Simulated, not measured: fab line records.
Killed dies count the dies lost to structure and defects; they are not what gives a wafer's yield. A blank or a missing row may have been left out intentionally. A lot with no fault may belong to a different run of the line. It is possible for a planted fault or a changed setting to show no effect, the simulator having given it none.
fab line records -- flow sky130
record lots=6, wafers=17, last-day=51
route steps=708 shown LDD_P@263 LDD_HVN@267 LDD_HVP@278 PAD_OPEN@708
lots that met no fault: taken from a fault-free run of the same line
start-h: hours from the record's opening day to when the first of the lot's shown wafers began -- wait-h: hours since the lot's step before -- " repeats the value in the row above -- L1.1+2: one row covering several wafers at once -- - either no value or no given start -- * or withheld: withheld -- < > ~ a bound
route shown NAME@n: names a module that has steps shown in the file, with the first one's number in the route -- usual: mean and standard deviation over wafers with no fault -- same: alike in all rows -- chamber/n: place in a boat -- sites: per-site readings -- _std_site: standard deviation across them -- _edge_site: mean of outer sites minus mean of inner sites -- radius-mm: how far each site lies from the wafer's centre -- mask NAME#n: copy n -- behind: the tool/chamber that last shaped the wafer -- hold: the reason the lot was held/the length of the hold in hours/how it ended -- device: transistor that didn't switch, given as n, p or np -- end of line: at the end of the route, the tests of the same wafers -- a step given without rows: its recipe and nothing more -- killed: dies that structure and defects cost at the first sort, which is not the same as the wafer's yield -- map: dies across one wafer; x = killed, . = not, _ = none there
set.NAME: the setting that was run; set.NAME@STEP: the one run at that earlier step -- model.NAME: the simulator's own value behind a step, which no gauge read
certain route steps with their lots: each step a table, each wafer a row
services: a tool's chamber out of use, with start hour (start-h, from the record's first day; less than 0 if before it), hours out, and reason
## steps
# step SKY_LDD_P_OVL_MEAS_08
# usual LDD_P_OVL=1.5/1.4
lot.wafer,tool,chamber,start-h,wait-h,LDD_P_OVL[nm]
L187.1,overlay-02,-,446.72,0.1,0.9
L187.3,overlay-02,-,446.72,0.1,2.9
L187.6,overlay-02,-,446.72,0.1,1.0
L190.3,overlay-01,-,473.85,0.1,1.0
L190.4,overlay-01,-,473.85,0.1,-0.3
L190.5,overlay-01,-,473.85,0.1,1.9
L196.2,overlay-01,-,529.59,0.1,0.9
L196.3,overlay-01,-,529.59,0.1,-0.5
L198.4,overlay-02,-,546.83,0.1,-1.0
L198.5,overlay-02,-,546.83,0.1,0.8
L198.6,overlay-02,-,546.83,0.1,-0.4
L199.2,overlay-02,-,549.32,0.1,2.9
L199.3,overlay-02,-,549.32,0.1,1.0
L199.5,overlay-02,-,549.32,0.1,1.4
L210.1,overlay-01,-,636.07,0.1,1.3
L210.4,overlay-01,-,636.07,0.1,1.5
L210.5,overlay-01,-,636.07,0.1,1.3
# step SKY_LDD_P_IMPLANT_09
# recipe species=BF2, energy-kev=25, dose-cm2=1.017e+13, tilt-deg=withheld
# step SKY_LDD_P_STRIP_10
# recipe chemistry=O2/N2, power-w=1400, pressure-mtorr=1500, platen-temp-c=withheld, o2-flow-sccm=3000, n2-flow-sccm=300, overash-fraction=0.5
# usual drypump-motor-current-A=5.6/0.37, oes-product-au=0.716/0.0043, strip-time-to-endpoint-s=14.18/0.04
lot.wafer,tool,chamber,start-h,wait-h,drypump-motor-current-A,oes-product-au,rf-hours-counter-h,strip-time-to-endpoint-s
L187.1,plasma-asher-04,1,446.90,0.1,6.2,0.711,73,14.19
L187.3,plasma-asher-04,0,446.90,0.1,5.6,0.717,-,14.19
L187.6,plasma-asher-04,0,446.90,0.1,5.6,0.714,-,14.15
L190.3,plasma-asher-01,0,474.05,0.1,5.2,0.722,-,14.22
L190.4,plasma-asher-01,1,474.05,0.1,5.8,0.711,-,14.19
L190.5,plasma-asher-01,0,474.05,0.1,5.2,0.728,-,14.17
L196.2,plasma-asher-04,0,529.77,0.1,5.6,0.714,81,14.14
L196.3,plasma-asher-04,1,529.77,0.1,6.3,0.725,-,14.12
L198.4,plasma-asher-03,0,547.04,0.1,5.3,0.726,-,14.17
L198.5,plasma-asher-03,1,547.04,0.1,5.3,0.714,-,14.14
L198.6,plasma-asher-03,0,547.04,0.1,5.3,0.716,-,14.19
L199.2,plasma-asher-01,0,549.50,0.1,5.2,0.719,12,14.17
L199.3,plasma-asher-01,0,549.50,0.1,5.2,0.714,-,14.16
L199.5,plasma-asher-01,1,549.50,0.1,5.8,0.720,-,14.10
L210.1,plasma-asher-01,0,636.26,0.1,5.2,0.718,21,14.14
L210.4,plasma-asher-01,0,636.26,0.1,5.2,0.711,-,14.15
L210.5,plasma-asher-01,0,636.26,0.1,5.2,0.720,-,14.18
# step SKY_LDD_P_TW_MEAS_11
# usual LDD_P_TW=640/7.5
lot.wafer,tool,chamber,start-h,wait-h,LDD_P_TW
L187.1,film-metro-03,-,447.00,0.1,644
L187.3,film-metro-03,-,447.00,0.1,644
L187.6,film-metro-03,-,447.00,0.1,643
L190.3,film-metro-02,-,474.14,0.1,651
L190.4,film-metro-02,-,474.14,0.1,653
L190.5,film-metro-02,-,474.14,0.1,649
L196.2,film-metro-01,-,529.88,0.1,633
L196.3,film-metro-01,-,529.88,0.1,635
L198.4,film-metro-03,-,547.13,0.1,636
L198.5,film-metro-03,-,547.13,0.1,637
L198.6,film-metro-03,-,547.13,0.1,638
L199.2,film-metro-03,-,549.61,0.1,638
L199.3,film-metro-03,-,549.61,0.1,635
L199.5,film-metro-03,-,549.61,0.1,639
L210.1,film-metro-01,-,636.36,0.1,631
L210.4,film-metro-01,-,636.36,0.1,628
L210.5,film-metro-01,-,636.36,0.1,630
# step SKY_LDD_HVN_DEHYDRATE_00
# recipe temp-c=200, time-s=60
# step SKY_LDD_HVN_HMDS_01
# recipe prime-time-s=60, prime-temp-c=120
# step SKY_LDD_HVN_COAT_02
# recipe resist=NOVOLAK, spin-rpm=3000, resist-thk-nm=300
# step SKY_LDD_HVN_SOFTBAKE_03
# recipe temp-c=90, time-s=60, resist=NOVOLAK
# step SKY_LDD_HVN_EXPOSE_04
# recipe mask-id=HVNTM, na=0.6, source-shape=conventional, sigma-outer=0.6, polarization=unpolarized, target-cd-nm=700, dose-mj=127
# step SKY_LDD_HVN_PEB_05
# recipe temp-c=withheld, time-s=*, resist=NOVOLAK
# step SKY_LDD_HVN_DEVELOP_06
# recipe resist=NOVOLAK, developer=TMAH, develop-time-s=60, dev-temp-c=23
# step SKY_LDD_HVN_OVL_MEAS_07
# usual LDD_HVN_OVL=-0.3/1.3
lot.wafer,tool,chamber,start-h,wait-h,LDD_HVN_OVL[nm]
L187.1,overlay-01,-,477.92,0.1,0.1
L187.3,overlay-01,-,477.92,0.1,-0.9
L187.6,overlay-01,-,477.92,0.1,-1.8
L190.3,overlay-02,-,505.18,0.1,-0.6
L190.4,overlay-02,-,505.18,0.1,-0.3
L190.5,overlay-02,-,505.18,0.1,-0.7
L196.2,overlay-02,-,560.81,0.1,-2.1
L196.3,overlay-02,-,560.81,0.1,-0.1
L198.4,overlay-01,-,578.07,0.1,-1.4
L198.5,overlay-01,-,578.07,0.1,-1.8
L198.6,overlay-01,-,578.07,0.1,-2.5
L199.2,overlay-01,-,579.61,0.1,-2.1
L199.3,overlay-01,-,579.61,0.1,-1.8
L199.5,overlay-01,-,579.61,0.1,-1.5
L210.1,overlay-02,-,665.85,0.1,-0.7
L210.4,overlay-02,-,665.85,0.1,0.6
L210.5,overlay-02,-,665.85,0.1,-1.1
# step SKY_LDD_HVN_IMPLANT_08
# recipe species=P, energy-kev=60, dose-cm2=3e+13, tilt-deg=40
# usual beam-on-s=10.00/0.2, faraday-current-uA=169/3.4
lot.wafer,tool,chamber,start-h,wait-h,beam-on-s,faraday-current-uA
L187.1,implanter-01,0,477.95,0.0,9.94,170
L187.3,implanter-01,0,477.95,0.0,10.30,164
L187.6,implanter-01,0,477.95,0.0,9.76,173
L190.3,implanter-04,0,505.25,0.1,9.63,174
L190.4,implanter-04,0,505.25,0.1,9.89,171
L190.5,implanter-04,0,505.25,0.1,9.81,174
L196.2,implanter-01,0,560.86,0.0,11.20,151
L196.3,implanter-01,0,560.86,0.0,10.92,154
L198.4,implanter-03,0,578.16,0.1,10.00,170
L198.5,implanter-03,0,578.16,0.1,9.99,169
L198.6,implanter-03,0,578.16,0.1,9.87,172
L199.2,implanter-01,0,579.66,0.0,10.81,157
L199.3,implanter-01,0,579.66,0.0,10.82,156
L199.5,implanter-01,0,579.66,0.0,10.83,155
L210.1,implanter-01,0,665.89,0.0,10.12,167
L210.4,implanter-01,0,665.89,0.0,9.67,174
L210.5,implanter-01,0,665.89,0.0,10.21,166
# step SKY_LDD_HVN_STRIP_09
# recipe chemistry=O2/N2, power-w=1400, pressure-mtorr=1500, platen-temp-c=withheld, o2-flow-sccm=3000, n2-flow-sccm=300, overash-fraction=0.5
# usual drypump-motor-current-A=5.8/0.35, oes-product-au=0.409/0.0042, strip-time-to-endpoint-s=4.134/0.014
lot.wafer,tool,chamber,start-h,wait-h,drypump-motor-current-A,oes-product-au,rf-hours-counter-h,strip-time-to-endpoint-s
L187.1,plasma-asher-02,1,478.10,0.1,6.1,0.411,67,4.153
L187.3,plasma-asher-02,1,478.10,0.1,6.1,0.402,-,4.125
L187.6,plasma-asher-02,0,478.10,0.1,5.6,0.407,-,4.108
L190.3,plasma-asher-01,1,505.39,0.1,5.7,0.409,-,4.130
L190.4,plasma-asher-01,0,505.39,0.1,5.2,0.398,-,4.127
L190.5,plasma-asher-01,1,505.39,0.1,5.8,0.408,-,4.123
L196.2,plasma-asher-01,1,560.99,0.1,5.8,0.411,13,4.117
L196.3,plasma-asher-01,0,560.99,0.1,5.1,0.407,-,4.148
L198.4,plasma-asher-02,1,578.27,0.1,6.1,0.413,-,4.146
L198.5,plasma-asher-02,0,578.27,0.1,5.6,0.410,-,4.129
L198.6,plasma-asher-02,1,578.27,0.1,6.1,0.410,-,4.124
L199.2,plasma-asher-04,0,579.79,0.1,5.6,0.405,86,4.118
L199.3,plasma-asher-04,0,579.79,0.1,5.6,0.409,-,4.136
L199.5,plasma-asher-04,1,579.79,0.1,6.3,0.415,-,4.109
L210.1,plasma-asher-02,0,666.04,0.1,5.7,0.416,87,4.142
L210.4,plasma-asher-02,1,666.04,0.1,6.1,0.415,-,4.161
L210.5,plasma-asher-02,0,666.04,0.1,5.6,0.414,-,4.158
# step SKY_LDD_HVN_TW_MEAS_10
# usual LDD_HVN_TW=1431/12
lot.wafer,tool,chamber,start-h,wait-h,LDD_HVN_TW
L187.1,film-metro-01,-,478.20,0.1,1414
L187.3,film-metro-01,-,478.20,0.1,1416
L187.6,film-metro-01,-,478.20,0.1,1411
L190.3,film-metro-01,-,505.47,0.1,1418
L190.4,film-metro-01,-,505.47,0.1,1415
L190.5,film-metro-01,-,505.47,0.1,1418
L196.2,film-metro-03,-,561.10,0.1,1463
L196.3,film-metro-03,-,561.10,0.1,1460
L198.4,film-metro-04,-,578.37,0.1,1445
L198.5,film-metro-04,-,578.37,0.1,1442
L198.6,film-metro-04,-,578.37,0.1,1444
L199.2,film-metro-03,-,579.90,0.1,1478
L199.3,film-metro-03,-,579.90,0.1,1482
L199.5,film-metro-03,-,579.90,0.1,1474
L210.1,film-metro-04,-,666.14,0.1,1445
L210.4,film-metro-04,-,666.14,0.1,1439
L210.5,film-metro-04,-,666.14,0.1,1442
# step SKY_LDD_HVP_DEHYDRATE_00
# recipe temp-c=200, time-s=60
# step SKY_PAD_OPEN_PROBE_99
# usual killed_at_M0_to_M3=43/7.3, killed_at_M4_up=3.4/2.1, killed-at-contacts=24/5.9, killed-at-front-end=14/4, killed-at-other=0.3/0.54, killed-dies=85/10, killed-open=46/7.7, killed-short=38/6
# same gross-dies=492, killed-at-back-side=0
lot.wafer,tool,chamber,start-h,wait-h,killed_at_M0_to_M3,killed_at_M4_up,killed-at-contacts,killed-at-front-end,killed-at-other,killed-dies,killed-open,killed-short,model.etest.tip_n_5v.rs-ohm-sq
L187.1,prober-02,-,1100.16,0.1,39,4,26,14,0,83,38,45,1394
L187.3,prober-02,-,1100.26,0.2,39,13,23,17,0,92,54,38,1390
L187.6,prober-02,-,1100.41,0.2,38,2,24,18,0,82,47,35,1393
L190.3,prober-01,-,1119.84,0.2,45,4,30,27,0,106,56,50,1380
L190.4,prober-01,-,1119.89,0.2,41,5,30,17,1,94,48,46,1377
L190.5,prober-01,-,1119.94,0.2,51,5,29,13,0,98,55,43,1369
L196.2,prober-01,-,1152.19,0.1,44,2,30,19,0,95,54,40,1333
L196.3,prober-01,-,1152.24,0.2,35,2,30,16,0,83,43,39,1320
L198.4,prober-01,-,1164.27,0.2,44,1,25,9,1,80,37,42,1402
L198.5,prober-01,-,1164.32,0.2,38,3,19,14,0,74,42,32,1393
L198.6,prober-01,-,1164.37,0.2,32,5,18,15,0,70,33,37,1389
L199.2,prober-02,-,1164.52,0.1,29,3,29,25,0,86,55,31,1326
L199.3,prober-02,-,1164.57,0.2,31,5,36,17,0,89,55,34,1328
L199.5,prober-02,-,1164.67,0.2,36,1,21,16,0,74,43,31,1325
L210.1,prober-02,-,1214.84,0.1,53,3,14,9,0,79,46,32,1408
L210.4,prober-02,-,1214.99,0.2,42,5,16,17,0,80,38,41,1397
L210.5,prober-02,-,1215.04,0.2,36,5,27,20,0,88,45,39,1393
# killed by level:class
L187.1 CONTACT:geometric-particle:open=9 METAL2:geometric-particle:short=8 LI_CONTACT:geometric-particle:open=6 METAL3:geometric-particle:short=6 LOCAL_INTERCONNECT:geometric-particle:short=5 CONTACT:geometric-particle:short=5 VIA2:geometric-particle:open=5 VIA2:geometric-particle:short=4
L187.3 VIA1:geometric-particle:open=11 LI_CONTACT:geometric-particle:open=10 VIA2:geometric-particle:open=9 METAL4:geometric-particle:short=8 FIELD_ISO:geometric-particle:short=6 CONTACT:geometric-particle:short=6 CONTACT:geometric-particle:open=6 METAL1:geometric-particle:short=5
L187.6 LI_CONTACT:geometric-particle:open=11 CONTACT:geometric-particle:open=7 VIA1:geometric-particle:open=7 METAL2:geometric-particle:short=7 VIA2:geometric-particle:short=6 VIA3:geometric-particle:open=5 FIELD_ISO:geometric-particle:open=4 FIELD_ISO:geometric-particle:short=4
L190.3 CONTACT:geometric-particle:open=13 POLY_GATE:geometric-particle:open=8 VIA3:geometric-particle:open=8 LOCAL_INTERCONNECT:geometric-particle:short=7 METAL1:geometric-particle:short=6 VIA1:geometric-particle:open=6 VIA2:geometric-particle:open=6 METAL3:geometric-particle:short=5
L190.4 CONTACT:geometric-particle:open=13 VIA1:geometric-particle:open=9 LI_CONTACT:geometric-particle:open=7 CONTACT:geometric-particle:short=7 VIA3:geometric-particle:open=7 METAL1:geometric-particle:short=5 FIELD_ISO:geometric-particle:short=4 VIA1:geometric-particle:short=4
L190.5 VIA1:geometric-particle:open=13 CONTACT:geometric-particle:open=11 LI_CONTACT:geometric-particle:open=8 VIA2:geometric-particle:open=8 METAL1:geometric-particle:short=7 VIA3:geometric-particle:open=6 VIA1:geometric-particle:short=5 METAL2:geometric-particle:short=5
L196.2 CONTACT:geometric-particle:open=11 VIA1:geometric-particle:open=9 LI_CONTACT:geometric-particle:open=8 POLY_GATE:geometric-particle:open=7 VIA2:geometric-particle:open=7 METAL2:geometric-particle:short=6 LOCAL_INTERCONNECT:geometric-particle:short=5 VIA3:geometric-particle:open=5
L196.3 CONTACT:geometric-particle:open=12 VIA1:geometric-particle:open=8 LI_CONTACT:geometric-particle:open=6 CONTACT:geometric-particle:short=6 METAL1:geometric-particle:short=6 FIELD_ISO:geometric-particle:short=5 VIA2:geometric-particle:open=5 METAL2:geometric-particle:short=4
L198.4 CONTACT:geometric-particle:open=7 LOCAL_INTERCONNECT:geometric-particle:short=7 VIA1:geometric-particle:short=7 VIA1:geometric-particle:open=7 VIA3:geometric-particle:open=6 METAL2:geometric-particle:short=5 VIA2:geometric-particle:open=5 LI_CONTACT:geometric-particle:open=4
L198.5 CONTACT:geometric-particle:open=10 VIA1:geometric-particle:open=8 VIA3:geometric-particle:open=6 FIELD_ISO:geometric-particle:short=5 VIA2:geometric-particle:open=5 VIA1:geometric-particle:short=4 VIA3:geometric-particle:short=4 LI_CONTACT:geometric-particle:open=3
L198.6 VIA1:geometric-particle:open=11 VIA1:geometric-particle:short=5 FIELD_ISO:geometric-particle:short=4 POLY_GATE:geometric-particle:short=4 LI_CONTACT:geometric-particle:open=4 LOCAL_INTERCONNECT:geometric-particle:short=4 CONTACT:geometric-particle:short=4 CONTACT:geometric-particle:open=4
L199.2 LI_CONTACT:geometric-particle:open=15 POLY_GATE:geometric-particle:open=11 VIA3:geometric-particle:open=8 POLY_GATE:geometric-particle:short=6 VIA1:geometric-particle:open=5 VIA2:geometric-particle:open=5 CONTACT:geometric-particle:open=4 FIELD_ISO:geometric-particle:short=3
L199.3 LI_CONTACT:geometric-particle:open=13 CONTACT:geometric-particle:open=12 VIA1:geometric-particle:open=6 METAL2:geometric-particle:short=6 FIELD_ISO:geometric-particle:open=5 CONTACT:geometric-particle:short=5 VIA3:geometric-particle:open=5 POLY_GATE:geometric-particle:open=4
L199.5 VIA1:geometric-particle:open=13 LI_CONTACT:geometric-particle:open=7 FIELD_ISO:geometric-particle:open=5 CONTACT:geometric-particle:open=5 METAL1:geometric-particle:short=5 METAL2:geometric-particle:short=5 LOCAL_INTERCONNECT:geometric-particle:short=4 POLY_GATE:geometric-particle:open=3
L210.1 VIA1:geometric-particle:open=14 VIA2:geometric-particle:open=9 VIA3:geometric-particle:open=7 METAL1:geometric-particle:short=6 VIA2:geometric-particle:short=5 LI_CONTACT:geometric-particle:open=3 CONTACT:geometric-particle:open=3 METAL1:geometric-particle:open=3
L210.4 VIA1:geometric-particle:open=9 VIA1:geometric-particle:short=7 VIA2:geometric-particle:open=6 METAL3:geometric-particle:short=5 LI_CONTACT:geometric-particle:open=5 CONTACT:geometric-particle:open=5 METAL1:geometric-particle:short=5 METAL2:geometric-particle:short=5
L210.5 LI_CONTACT:geometric-particle:open=8 CONTACT:geometric-particle:open=7 VIA2:geometric-particle:open=7 FIELD_ISO:geometric-particle:open=6 CONTACT:geometric-particle:short=6 VIA1:geometric-particle:open=6 LOCAL_INTERCONNECT:geometric-particle:short=5 METAL2:geometric-particle:short=5
## services
tool,chamber,start-h,hours,kind
plasma-asher-01,0,430.25,-,clean
plasma-asher-01,1,430.25,-,clean
implanter-04,-,457.26,1.4,repair
plasma-asher-01,-,460.18,0.7,repair
implanter-03,-,461.51,1.9,repair
implanter-01,-,494.15,5.1,repair
implanter-03,-,567.07,2.5,repair
plasma-asher-03,-,568.59,2.1,repair
plasma-asher-03,-,577.21,2.8,pm
plasma-asher-03,-,597.64,15.6,pm
plasma-asher-04,-,598.32,3.7,repair
implanter-04,-,625.46,3.4,pm
implanter-03,-,644.38,15.8,repair
implanter-04,-,656.61,2.4,repair
## key
first-sign step=SKY_LDD_HVN_IMPLANT_08, reading=beam-on-s, direction=up, sigmas=4.5, usual=10.00, struck=10.92
effect step=SKY_LDD_HVN_IMPLANT_08, reading=faraday-current-uA, direction=down, sigmas=4.3, usual=169, struck=155
effect step=SKY_LDD_HVN_TW_MEAS_10, reading=LDD_HVN_TW, direction=up, sigmas=3.4, usual=1431, struck=1471
model-effect step=SKY_PAD_OPEN_PROBE_99, value=etest.tip_n_5v.rs-ohm-sq, without=1410, struck=1326
met-at SKY_LDD_HVN_IMPLANT_08
struck-wafers L196.2,L196.3,L199.2,L199.3,L199.5
tester-left-out L196,L199
onset-between 477.95 560.86
fault kind=process-parameter-drift, tool=implanter-01, chamber=-, onset-h=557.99, steps=SKY_LDD_HVN_IMPLANT_08, channel=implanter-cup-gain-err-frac, offset=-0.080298, shape=step, end-h=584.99
# tester-left-out: of these lots the tester's yield and bins aren't shown, on N5 and GAA mostly nor the transistor test; their killed dies are dies lost to structure and defects alone, not to doping, threshold or leakage, so they don't give the yield
